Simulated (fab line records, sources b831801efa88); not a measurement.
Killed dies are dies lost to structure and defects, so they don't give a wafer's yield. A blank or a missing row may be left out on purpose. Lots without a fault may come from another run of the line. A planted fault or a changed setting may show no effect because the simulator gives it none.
fab line records | flow sky130
record lots=4 wafers=12 last_day=46
route steps=708 shown VIA1@467 METAL2@483 VIA2@507 PAD_OPEN@708
lots that met no fault: from a run of the same line without faults
start_h: hours from the record's first day to the start of the lot's first wafer shown | wait_h: hours since the lot's step before | " the same as in the row above | L1.1+2: a row that stands for several wafers | - no value, or no start given | * or withheld: withheld | < > ~ a bound
route shown NAME@n: a module of which the file shows steps, and the number in the route of the first | usual: mean/standard deviation of fault-free wafers | same: alike in all rows | chamber/n: place in a boat | sites: the reading at each site | _std_site: their standard deviation | _edge_site: outer sites' mean less inner sites' | radius_mm: how far each site lies from the wafer's centre | mask NAME#n: copy n | behind: the tool/chamber that last shaped the wafer | hold: why the lot was held/for how many hours/how that ended | device: the transistor (n, p or np) that didn't switch | end of line: the same wafers' tests at the end of the route | a step without rows: its recipe alone | killed: dies lost to structure and defects at the first sort, not the wafer's yield | map: a wafer's dies, x killed, . not, _ none there
set.NAME: the setting as run; set.NAME@STEP: as run at that earlier step | model.NAME: the simulator's own value behind a step, which no gauge read
lots at some steps of the route; a table a step, a row a wafer
services: from which hour (start_h, from the record's first day; less than 0 if before it) a tool's chamber was out of use, for how many hours, and why
## steps
# step SKY_VIA1_EXPOSE_09
# recipe mask_id=VIM na=0.8 source_shape=annular sigma_inner=0.55 sigma_outer=0.85 target_cd_nm=150 dose_mj=38
# step SKY_VIA1_PEB_10
# recipe peb_temp_c=withheld peb_time_s=withheld resist=KrF-thick
# step SKY_VIA1_DEVELOP_11
# recipe develop_time_s=60 resist=KrF-thick dev_temp_c=21
# step SKY_VIA1_ETCH_14
# recipe chemistry=N2/H2 target=BARC ion_energy_ev=200 source_w=500 bias_w=100 pressure_mtorr=30 n2_flow_sccm=100 h2_flow_sccm=200 stop_on=SiO2 time_s=45.9 target_depth_a=600
# step SKY_VIA1_ETCH_15
# recipe target=SiO2 chemistry=C4F8/O2/Ar target_depth_nm=351 stop_on=TiN mask_material=KrF-thick source_w=1500 bias_w=1200 pressure_mtorr=40 c4f8_flow_sccm=withheld O2_flow_sccm=6 Ar_flow_sccm=300 time_s=54
# step SKY_VIA1_STRIP_16
# recipe chemistry=O2/N2 power_w=1400 pressure_mtorr=1500 platen_temp_c=withheld o2_flow_sccm=3000 n2_flow_sccm=300 overash_fraction=0.5
# step SKY_VIA1_STRIP_17
# recipe chemistry=post_etch_residue_remover time_s=1200 temp_c=72.5
# step SKY_VIA1_CLEAN_18
# recipe chemistry=IPA time_s=180 temp_c=25
# step SKY_VIA1_CLEAN_19
# recipe chemistry=O3/DIW dry=n2_spin
# step SKY_VIA1_SPUTTER_20
# recipe material=TiN target_thk_nm=20 chamber_pressure_pa=5 power_w=4000 time_s=80
# step SKY_VIA1_CVD_21
# recipe material=W target_thk_nm=270 time_s=80.902 temp_c=400 pressure_torr=40
# usual heater_power_outer_w=565/38 heater_power_w=920/56
# same time_s=80.902
# columns lot.wafer tool chamber start_h wait_h heater_power_outer_w heater_power_w
L478.1 cvd_w-01 0 808.26 0.0 593 936
L478.2 " 1 " " 529 898
L478.5 " 0 " " 596 950
L480.4 cvd_w-01 1 816.19 0.1 530 901
L480.5 " 1 " " 517 883
L480.6 " 0 " " 601 981
L481.1 cvd_w-01 0 822.48 0.0 603 933
L481.2 " 1 " " 530 887
L481.6 " 1 " " 533 887
L483.1 cvd_w-01 1 832.35 0.0 538 902
L483.2 " 0 " " 594 965
L483.4 " 0 " " 576 972
# step SKY_VIA1_CMP_24
# recipe stop_on=SiO2 t_overpolish_s=15 down_force_psi=3.5 platen_rpm=60 target_thk_nm=0 pad_velocity_m_s=0.94248
# step SKY_METAL2_SPUTTER_00
# recipe material=Ti target_thk_nm=15 power_w=3000 time_s=10 chamber_pressure_pa=0.4
# step SKY_METAL2_SPUTTER_01
# recipe material=TiN target_thk_nm=20 power_w=6500 time_s=16.7 chamber_pressure_pa=0.4
# step SKY_METAL2_SPUTTER_02
# recipe material=AlCu target_thk_nm=250 power_w=10600 time_s=13.3 chamber_pressure_pa=0.4
# step SKY_METAL2_SPUTTER_03
# recipe material=Ti target_thk_nm=5 power_w=3000 time_s=3.3 chamber_pressure_pa=0.4
# step SKY_METAL2_SPUTTER_04
# recipe material=TiN target_thk_nm=70 power_w=6500 time_s=58.3 chamber_pressure_pa=0.4
# step SKY_METAL2_DEHYDRATE_07
# recipe temp_c=200 time_s=60
# step SKY_METAL2_HMDS_08
# recipe prime_time_s=60 prime_temp_c=120
# step SKY_METAL2_COAT_09
# recipe resist=BARC temp_c=withheld time_s=withheld spin_rpm=3000 resist_thk_nm=60
# step SKY_METAL2_COAT_10
# recipe resist=KrF-thick spin_rpm=3000 resist_thk_nm=450
# step SKY_METAL2_SOFTBAKE_11
# recipe temp_c=101 time_s=90 resist=KrF-thick
# step SKY_METAL2_EXPOSE_12
# recipe mask_id=MM2 na=0.8 source_shape=annular sigma_inner=0.55 sigma_outer=0.85 target_cd_nm=140 dose_mj=28
# step SKY_METAL2_PEB_13
# recipe peb_temp_c=withheld peb_time_s=withheld resist=KrF-thick
# step SKY_METAL2_DEVELOP_14
# recipe develop_time_s=58.2 resist=KrF-thick dev_temp_c=21
# step SKY_METAL2_DESCUM_17
# recipe chemistry=O2 source_power_w=150 bias_power_w=0 pressure_mtorr=10 temp_c=40 time_s=8
# step SKY_METAL2_ETCH_18
# recipe chemistry=N2/H2 target=BARC ion_energy_ev=200 bias_w=100 pressure_mtorr=30 n2_flow_sccm=100 h2_flow_sccm=200 icp_w=500 stop_on=SiO2 time_s=45.9 target_depth_a=600
# step SKY_METAL2_METAL_ETCH_19
# recipe target_depth_a=3600 stop_on=SiO2 over_etch_frac=0.3 time_s=78 chemistry=Cl2/BCl3 resist_sidewall_deg=88 pressure_mtorr=10 icp_w=900 bias_w=48.5 Cl2_flow_sccm=60 bcl3_flow_sccm=30
# step SKY_METAL2_STRIP_20
# recipe chemistry=O2/N2 power_w=1400 pressure_mtorr=1500 platen_temp_c=withheld o2_flow_sccm=3000 n2_flow_sccm=300 overash_fraction=0.5
# step SKY_METAL2_STRIP_21
# recipe chemistry=post_etch_residue_remover time_s=1200 temp_c=72.5
# step SKY_METAL2_CLEAN_22
# recipe chemistry=IPA time_s=180 temp_c=25
# step SKY_METAL2_CLEAN_23
# recipe chemistry=O3/DIW dry=n2_spin
# step SKY_VIA2_HDPCVD_00
# recipe material=SiO2 target_thk_nm=1180 sigma_open_frac=0.3 time_s=196.7 temp_c=400 sih4_flow_sccm=60 pressure_mtorr=6
# step SKY_PAD_OPEN_PROBE_99
# usual defect_limited_yield=82.4/2 killed_at_M0_to_M3=42/6.8 killed_at_M4_up=3.4/1.8 killed_at_contacts=25/5.7 killed_at_front_end=16/4.8 killed_at_other=0.2/0.39 killed_dies=87/9.6 killed_open=47/6.9 killed_short=40/6.3 sort_bin_3_pad_short=0.9/0.45 sort_bin_5_function=10.4/1.5 sort_bin_6_memory=6.3/1.1 sort_n_pass=405/9.6 sort_yield_pct=82.4/2
# same gross_dies=492 killed_at_back_side=0 sort_bin_4_leakage[%]=0 sort_bin_8_speed[%]=0
# columns lot.wafer tool chamber start_h wait_h defect_limited_yield[%] killed_at_M0_to_M3 killed_at_M4_up killed_at_contacts killed_at_front_end killed_at_other killed_dies killed_open killed_short sort_bin_3_pad_short[%] sort_bin_5_function[%] sort_bin_6_memory[%] sort_n_pass sort_yield_pct[%] model.etest.tester.sort_n_pass model.etest.tester.sort_yield_pct model.etest.tester.sort_bin_5_pct model.etest.tester.sort_bin_3_pct
L478.1 prober-01 - 1090.91 0.1 82.7 46 3 26 9 1 85 42 43 0.6 9.8 6.9 407 82.7 407 82.72 9.756 0.6098
L478.2 prober-01 - 1090.96 0.1 77.6 52 3 37 18 0 110 59 51 0.6 13.2 8.5 382 77.6 382 77.64 13.21 0.6098
L478.5 prober-01 - 1091.11 0.2 82.7 36 2 27 20 0 85 47 38 0.6 11.2 5.5 407 82.7 407 82.72 11.18 0.6098
L480.4 prober-02 - 1094.18 0.2 82.7 38 5 24 17 1 85 42 43 1.0 10.4 5.9 407 82.7 407 82.72 10.37 1.016
L480.5 prober-02 - 1094.23 0.2 80.7 51 6 21 16 1 95 52 43 0.6 10.2 8.5 397 80.7 397 80.69 10.16 0.6098
L480.6 prober-02 - 1094.28 0.2 79.9 43 2 35 19 0 99 56 43 1.4 12.4 6.3 393 79.9 393 79.88 12.4 1.423
L481.1 prober-02 - 1098.93 0.1 73.6 87 5 17 21 0 130 43 36 2.8 15.9 7.7 362 73.6 362 73.58 15.85 2.846
L481.2 prober-02 - 1098.98 0.1 83.9 34 4 25 16 0 79 36 43 1.2 10.2 4.7 413 83.9 413 83.94 10.16 1.22
L481.6 prober-02 - 1099.18 0.2 85.0 41 2 19 11 1 74 43 31 0.4 9.8 4.9 418 85.0 418 84.96 9.756 0.4065
L483.2 prober-01 - 1107.48 0.1 70.3 104 3 22 17 0 146 56 38 3.3 18.1 8.3 346 70.3 346 70.33 18.09 3.252
L483.4 prober-01 - 1107.58 0.2 70.9 102 5 16 20 0 143 47 41 3.3 15.9 10.0 349 70.9 349 70.94 15.85 3.252
# killed by level:class
L478.1 VIA1:geometric_particle:open=13 CONTACT:geometric_particle:short=7 LOCAL_INTERCONNECT:geometric_particle:short=6 CONTACT:geometric_particle:open=6 METAL1:geometric_particle:short=6 VIA3:geometric_particle:open=6 VIA2:geometric_particle:open=5 VIA1:geometric_particle:short=5
L478.2 VIA1:geometric_particle:open=17 CONTACT:geometric_particle:open=12 LOCAL_INTERCONNECT:geometric_particle:short=8 LI_CONTACT:geometric_particle:open=7 CONTACT:geometric_particle:short=7 METAL1:geometric_particle:short=6 FIELD_ISO:geometric_particle:short=5 VIA3:geometric_particle:open=5
L478.5 VIA1:geometric_particle:open=14 LI_CONTACT:geometric_particle:open=8 FIELD_ISO:geometric_particle:open=7 CONTACT:geometric_particle:open=7 CONTACT:geometric_particle:short=6 METAL2:geometric_particle:short=4 METAL3:geometric_particle:short=4 FIELD_ISO:geometric_particle:short=3
L480.4 CONTACT:geometric_particle:open=9 VIA2:geometric_particle:open=7 VIA1:geometric_particle:short=7 FIELD_ISO:geometric_particle:open=5 METAL1:geometric_particle:short=5 LI_CONTACT:geometric_particle:short=5 LI_CONTACT:geometric_particle:open=5 VIA1:geometric_particle:open=5
L480.5 VIA1:geometric_particle:open=12 FIELD_ISO:geometric_particle:short=9 VIA2:geometric_particle:open=9 METAL2:geometric_particle:short=9 LI_CONTACT:geometric_particle:open=8 CONTACT:geometric_particle:open=7 METAL1:geometric_particle:short=7 FIELD_ISO:geometric_particle:open=5
L480.6 CONTACT:geometric_particle:open=12 VIA2:geometric_particle:open=9 VIA1:geometric_particle:open=9 LI_CONTACT:geometric_particle:open=7 FIELD_ISO:geometric_particle:open=6 LI_CONTACT:geometric_particle:short=6 METAL1:geometric_particle:short=6 VIA3:geometric_particle:open=6
L481.1 VIA1:unspecified=51 VIA2:geometric_particle:open=9 VIA1:geometric_particle:open=8 POLY_GATE:geometric_particle:short=7 SPACER:geometric_particle:open=7 CONTACT:geometric_particle:open=5 METAL1:geometric_particle:short=5 FIELD_ISO:geometric_particle:short=4
L481.2 VIA3:geometric_particle:open=8 LOCAL_INTERCONNECT:geometric_particle:short=7 LI_CONTACT:geometric_particle:open=6 CONTACT:geometric_particle:open=6 VIA1:geometric_particle:open=6 METAL2:geometric_particle:short=6 FIELD_ISO:geometric_particle:short=5 METAL1:geometric_particle:short=4
L481.6 VIA3:geometric_particle:open=9 LI_CONTACT:geometric_particle:open=7 VIA1:geometric_particle:open=7 LOCAL_INTERCONNECT:geometric_particle:short=6 VIA2:geometric_particle:open=6 CONTACT:geometric_particle:open=5 VIA2:geometric_particle:short=4 VIA3:geometric_particle:short=4
L483.2 VIA1:unspecified=52 VIA1:geometric_particle:open=15 CONTACT:geometric_particle:open=11 VIA2:geometric_particle:open=9 VIA3:geometric_particle:open=8 FIELD_ISO:geometric_particle:short=6 VIA1:geometric_particle:short=6 METAL2:geometric_particle:short=5
L483.4 VIA1:unspecified=55 FIELD_ISO:geometric_particle:open=8 VIA3:geometric_particle:open=8 VIA1:geometric_particle:open=7 POLY_GATE:geometric_particle:short=6 LI_CONTACT:geometric_particle:open=6 VIA2:geometric_particle:open=6 METAL1:geometric_particle:short=5
# map L481.1 (x killed, . not)
__________....x....._________
________..x.x...x....._______
______....x........x.xx._____
_____.x...xx....xxxxxxxxx____
____..x........xxxxxxxx...___
___...xx...x.x.xxxxxxxxx...__
__.xx.........xxxxxxxxxxx..._
_x.x...x.........xxxxxxx...x.
_..x...xxx..x..xxxxxxxx.x.x..
_.....x...........x..xx.x....
_..............xxx..x..x....x
_..xx......x....x.x..........
_......x.......x..x.....x..x.
_.............x.............x
_...x..................xx.x..
__..x.x.x.........x......x.._
___...x.......x....x.......__
____..........xx....x.....___
_____.xx.x............x..____
______x....x.....x...x.._____
________........x....._______
__________..x..x...._________
# map L483.2 (x killed, . not)
__________x........._________
________...x.x...x...._______
______.x...x...x..xxxx.._____
_____....x.....xxxxxxxx..____
____x.xx...xx..xxxxxxxxxx.___
___......x.....xxxxxxxx....__
__x..x......x..xxxxxxxxxxx.x_
_...xx.x....x..xxxxxxxxx.....
_.x..x...x........xxxx.xx....
_............x....x.x......xx
_...x.x..........x.x....x.xxx
_....x.................x...xx
_x..xxxx..x......x......xx...
_...........x.x.............x
_.............x.x......x.....
__x.x....x.xx...x.x........._
___...........x.x...x.x....__
____x....x..xx.x......x.x.___
_____..x..x..............____
______x.x.....x...x.x..x_____
________.xx......xx..._______
__________x...x..x.._________
## services
# columns tool chamber start_h hours kind
cvd_w-01 1 789.14 8.0 repair
cvd_w-01 - 812.46 0.5 repair
## key
first_sign step=SKY_PAD_OPEN_PROBE_99 reading=killed_at_M0_to_M3 direction=up sigmas=8.2 usual=42 struck=98
effect step=SKY_PAD_OPEN_PROBE_99 reading=sort_n_pass direction=down sigmas=5.5 usual=405 struck=352
model_effect step=SKY_PAD_OPEN_PROBE_99 value=etest.tester.sort_n_pass without=398.7 struck=352.3
met_at SKY_VIA1_CVD_21
struck_wafers L481.1,L483.2,L483.4
onset_between 816.19 822.48
fault kind=chamber_particle_source tool=cvd_w-01 chamber=0 onset_h=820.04 steps=SKY_VIA1_CVD_21 rate_per_visit_cm2=0.65411
